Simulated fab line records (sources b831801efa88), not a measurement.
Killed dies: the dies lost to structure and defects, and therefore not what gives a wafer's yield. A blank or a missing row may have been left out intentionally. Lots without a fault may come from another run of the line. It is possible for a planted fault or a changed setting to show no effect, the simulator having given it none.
Which of the tools did it? | flow gf180mcu | Sampling: 24 lots, 72 wafers, 3 of 602 route steps

WHAT EACH GAUGE READ, for each wafer
GF_V2_CD_MEAS_14: target cd 260 nm. Usual: cd_nm 260.1 nm, standard deviation 1.2.
lot  | measured     | on        | cd_nm (nm)        | flag
L074 | day 20 07:56 | cd_sem-02 | 260.4 259.2 259.9 |
L075 | day 21 00:31 | cd_sem-01 | 261.3 259.2 259.5 |
L077 | day 21 17:30 | cd_sem-02 | 261.4 261.3 261.2 |
L076 | day 21 17:14 | cd_sem-01 | 261.9 261.7 262.5 |
L078 | day 22 02:25 | cd_sem-01 | 260.0 259.9 258.9 |
L079 | day 22 15:51 | cd_sem-01 | 258.8 258.5 258.8 |
L080 | day 22 16:32 | cd_sem-02 | 260.7 261.5 260.7 |
L081 | day 23 05:09 | cd_sem-02 | 259.7 260.0 261.1 |
L082 | day 23 21:12 | cd_sem-02 | 259.5 261.1 261.5 |
L084 | day 23 22:38 | cd_sem-01 | 260.4 259.9 258.9 |
L083 | day 23 23:20 | cd_sem-02 | 261.1 259.9 261.5 |
L085 | day 24 11:45 | cd_sem-02 | 260.3 259.4 261.3 |
L086 | day 24 13:48 | cd_sem-02 | 258.9 260.5 259.6 |
L087 | day 25 09:03 | cd_sem-01 | 260.8 259.0 262.3 |
L088 | day 25 10:27 | cd_sem-01 | 262.5 262.1 261.2 |
L089 | day 25 21:59 | cd_sem-02 | 258.9 259.3 259.9 |
L090 | day 25 22:57 | cd_sem-02 | 260.2 260.7 259.7 |
L091 | day 26 02:40 | cd_sem-02 | 260.9 259.9 260.7 |
L092 | day 26 09:37 | cd_sem-01 | 257.6 258.4 257.9 |
L094 | day 26 19:55 | cd_sem-01 | 259.5 259.5 260.4 |
L093 | day 26 23:41 | cd_sem-02 | 261.5 260.5 260.6 |
L095 | day 27 02:12 | cd_sem-02 | 258.0 257.2 257.9 |
L096 | day 27 11:43 | cd_sem-02 | 259.4 258.8 259.1 |
L097 | day 27 13:10 | cd_sem-01 | 261.1 261.7 261.9 |

TOOL THAT RAN EACH LOT (tool first, then ch and the chambers of the sampled wafers, then the start)
lot  | GF_CONTACT_ETCH_17                            | GF_M1_SPUTTER_03
L074 | rie_diel-02 ch 2,3, day 16 06:13 or earlier   | pvd_sputter-02, day 16 06:13
L075 | rie_diel-03 ch 0,2, day 16 21:10 or earlier   | pvd_sputter-02, day 16 21:10
L077 | rie_diel-01 ch 0,1,3, day 17 13:28 or earlier | pvd_sputter-04, day 17 13:28
L076 | rie_diel-02 ch 0,2,3, day 17 13:44 or earlier | pvd_sputter-02, day 17 13:44
L078 | rie_diel-03 ch 0,2,3, day 17 21:52 or earlier | pvd_sputter-02, day 17 21:52
L079 | rie_diel-03 ch 1,2, day 18 11:51 or earlier   | pvd_sputter-01, day 18 11:51
L080 | rie_diel-02 ch 0,1,2, day 18 12:48 or earlier | pvd_sputter-04, day 18 12:48
L081 | rie_diel-01 ch 2,3, day 19 02:07 or earlier   | pvd_sputter-01, day 19 02:07
L082 | rie_diel-03 ch 1,2,3, day 19 19:52 or earlier | pvd_sputter-01, day 19 19:52
L084 | rie_diel-02 ch 0,1, day 19 20:37 or earlier   | pvd_sputter-01, day 19 20:37
L083 | rie_diel-03 ch 1,3, day 19 21:16 or earlier   | pvd_sputter-04, day 19 21:16
L085 | rie_diel-02 ch 1,2,3, day 20 12:13 or earlier | pvd_sputter-01, day 20 12:13
L086 | rie_diel-01 ch 0,1,2, day 20 13:37 or earlier | pvd_sputter-04, day 20 13:37
L087 | rie_diel-03 ch 0,1,2, day 21 11:33 or earlier | pvd_sputter-01, day 21 11:33
L088 | rie_diel-02 ch 0,3, day 21 12:43 or earlier   | pvd_sputter-04, day 21 12:43
L089 | rie_diel-01 ch 0,1,3, day 22 01:19 or earlier | pvd_sputter-02, day 22 01:19
L090 | rie_diel-01 ch 0,2,3, day 22 02:34 or earlier | pvd_sputter-02, day 22 02:34
L091 | rie_diel-02 ch 0,1,3, day 22 06:25 or earlier | pvd_sputter-01, day 22 06:25
L092 | rie_diel-02 ch 0,1,3, day 22 15:34 or earlier | pvd_sputter-01, day 22 15:34
L094 | rie_diel-01 ch 1,2, day 23 02:24 or earlier   | pvd_sputter-04, day 23 02:24
L093 | rie_diel-01 ch 2,3, day 23 06:02 or earlier   | pvd_sputter-01, day 23 06:02
L095 | rie_diel-03 ch 1,2,3, day 23 09:07 or earlier | pvd_sputter-02, day 23 09:07
L096 | rie_diel-02 ch 0,3, day 23 19:43 or earlier   | pvd_sputter-02, day 23 19:43
L097 | rie_diel-03 ch 0,1,2, day 23 21:18 or earlier | pvd_sputter-02, day 23 21:18
- GF_CONTACT_ETCH_17: etches SiO2 in C4F8/O2/Ar, stops on CoSi2, target depth 860 nm.
- GF_M1_SPUTTER_03: material Ti, target thk 10 nm, time 6.7 s.

AS READ BY THE TOOLS THEMSELVES (means over the sampled wafers that have a number; for cases with no such wafer, the mark the record gives instead)
GF_CONTACT_ETCH_17. Usual: oes_product_au 0.816 a.u., standard deviation 0.005.
lot  | tool        | oes_product_au (a.u.) | flag
L074 | rie_diel-02 | 0.814                 |
L075 | rie_diel-03 | 0.816                 |
L077 | rie_diel-01 | 0.816                 |
L076 | rie_diel-02 | 0.814                 |
L078 | rie_diel-03 | 0.819                 |
L079 | rie_diel-03 | 0.811                 |
L080 | rie_diel-02 | 0.817                 |
L081 | rie_diel-01 | 0.820                 |
L082 | rie_diel-03 | 0.816                 |
L084 | rie_diel-02 | 0.817                 |
L083 | rie_diel-03 | 0.816                 |
L085 | rie_diel-02 | 0.818                 |
L086 | rie_diel-01 | 0.817                 |
L087 | rie_diel-03 | 0.819                 |
L088 | rie_diel-02 | 0.819                 |
L089 | rie_diel-01 | 0.816                 |
L090 | rie_diel-01 | 0.816                 |
L091 | rie_diel-02 | 0.820                 |
L092 | rie_diel-02 | 0.811                 |
L094 | rie_diel-01 | 0.823                 |
L093 | rie_diel-01 | 0.813                 |
L095 | rie_diel-03 | 0.816                 |
L096 | rie_diel-02 | 0.816                 |
L097 | rie_diel-03 | 0.811                 |

GF_M1_SPUTTER_03. Usual: throttle_valve_pct 29.8 %, standard deviation 1.3.
lot  | tool           | throttle_valve_pct (%) | flag
L074 | pvd_sputter-02 | 29.8                   |
L075 | pvd_sputter-02 | 30.6                   |
L077 | pvd_sputter-04 | 30.3                   |
L076 | pvd_sputter-02 | 30.1                   |
L078 | pvd_sputter-02 | 30.1                   |
L079 | pvd_sputter-01 | 29.3                   |
L080 | pvd_sputter-04 | 30.1                   |
L081 | pvd_sputter-01 | 29.8                   |
L082 | pvd_sputter-01 | 28.4                   |
L084 | pvd_sputter-01 | 29.6                   |
L083 | pvd_sputter-04 | 29.8                   |
L085 | pvd_sputter-01 | 30.2                   |
L086 | pvd_sputter-04 | 29.4                   |
L087 | pvd_sputter-01 | 29.7                   |
L088 | pvd_sputter-04 | 28.1                   |
L089 | pvd_sputter-02 | 30.4                   |
L090 | pvd_sputter-02 | 29.6                   |
L091 | pvd_sputter-01 | 29.2                   |
L092 | pvd_sputter-01 | 29.3                   |
L094 | pvd_sputter-04 | 29.8                   |
L093 | pvd_sputter-01 | 29.9                   |
L095 | pvd_sputter-02 | 29.9                   |
L096 | pvd_sputter-02 | 29.5                   |
L097 | pvd_sputter-02 | 30.2                   |

THE ANSWER, worked out from the rows above alone
Rule: a lot is off if the mean of its wafers that have a number lies more than 3 standard deviations from the usual mean. Also off: a lot with no number at a reading for which 4 or more lots have one. All remaining lots with rows at the step are treated as sound. The gauges are gone through in route order, then the tools' own readings, and for those a lot's mean is taken as printed above. The first step at which some lot is off is used, and at that step the reading that is off furthest; a lot without a number counts as furthest.
None of the lots is off at any reading shown; this tells nothing.

WHAT THE SIMULATOR PUT IN
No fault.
